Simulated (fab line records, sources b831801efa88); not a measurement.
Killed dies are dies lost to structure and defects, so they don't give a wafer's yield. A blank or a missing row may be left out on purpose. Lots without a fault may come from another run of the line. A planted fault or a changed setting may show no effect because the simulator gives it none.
Chamber matching | flow gf180mcu | GF_V1_CVD_02 on pecvd-01: 3 sister chambers
The step deposits SiO2 from TEOS, target thk 850 nm, time 94.851 s. 6 wafers are shown with their chamber, then 7 later ones without.

WAFERS WITH THEIR CHAMBER
wafer  | chamber | heater_power_outer_w (W) | heater_power_w (W)
L645.4 | 0       | 443                      | 713
L657.1 | 2       | 322                      | 588
L657.2 | 1       | 497                      | 776
L657.6 | 0       | 419                      | 667
L659.1 | 1       | 564                      | 874
L659.3 | 2       | 385                      | 684

WAFERS WITHOUT THEIR CHAMBER
wafer  | heater_power_outer_w (W) | heater_power_w (W)
L659.4 | 346                      | 573
L660.3 | 518                      | 822
L660.4 | 557                      | 877
L660.5 | 438                      | 708
L661.1 | 442                      | 694
L661.2 | 572                      | 859
L661.4 | 307                      | 535

WHICH CHAMBER EACH WENT THROUGH
wafer  | from the rows above     | in truth
L659.4 | can't be placed: 2 or 0 | 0
L660.3 | 1                       | 1
L660.4 | 1                       | 1
L660.5 | 0                       | 0
L661.1 | 0                       | 0
L661.2 | 1                       | 1
L661.4 | 2                       | 2
Placed correctly: 6 of 7. Can't be placed from these rows: 1 (the true chamber is among the candidates in 1). Placed wrongly: 0.
How it was worked out, from the rows above alone: a wafer's distance from a chamber is the root of the sum, over the readings, of the square of ((its reading less the chamber's mean) divided by the reading's scatter). The wafer belongs to the nearest chamber; if the next one is less than 2 further off, it can't be placed. A chamber's mean is the mean of its shown wafers. The scatter: the root of (the sum of the squares of (reading less its chamber's mean) over the shown wafers, divided by (wafers less chambers)).
